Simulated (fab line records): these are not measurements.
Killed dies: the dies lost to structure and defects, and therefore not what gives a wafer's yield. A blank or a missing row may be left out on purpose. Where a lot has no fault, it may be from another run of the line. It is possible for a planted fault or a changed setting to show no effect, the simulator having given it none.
Which tool is to blame? ; flow sky130 ; route of 708 steps, sampled at 1 step: 6 lots, 18 wafers

## WHAT THE GAUGES SHOWED, per wafer
SKY_FIELD_ISO_THK_MEAS_04.
lot;measured;on;FIELD_ISO_CVD_03_THK (nm)
L192;day 1 23:46;film metro-01;165.0 166.1 165.8
L195;day 2 14:52;film metro-01;166.2 166.9 166.2
L198;day 3 06:02;film metro-02;165.7 165.3 166.6
L208;day 5 08:14;film metro-04;167.6 167.3 168.0
L210;day 5 17:32;film metro-02;166.4 169.5 169.3
L213;day 6 10:00;film metro-04;168.5 167.1 165.6

## EACH LOT AND THE TOOL THAT RAN IT (in order: tool; ch and the chambers of the sampled wafers; start)
Record: no process step prior to these readings.

## THE ANSWER, worked out from the rows above alone
Rule: usual is defined by the lots themselves. Put in order of their means at a reading, lots are off if they are a third of the lots or fewer, leave a main group of 4 or more, and stand apart from it by a gap of 3 or more times the standard deviation of the main group's means; of several such gaps the widest counts. A main group is skipped when, at the precision printed for the reading in the tables above, its means are all equal. Also off: a lot with no number at a reading for which 4 or more lots have one. Any other lot the step has rows for is counted as sound.
No lot is off at any reading shown: from this, nothing can be told.

## WHAT HAD BEEN PUT IN BY THE SIMULATOR
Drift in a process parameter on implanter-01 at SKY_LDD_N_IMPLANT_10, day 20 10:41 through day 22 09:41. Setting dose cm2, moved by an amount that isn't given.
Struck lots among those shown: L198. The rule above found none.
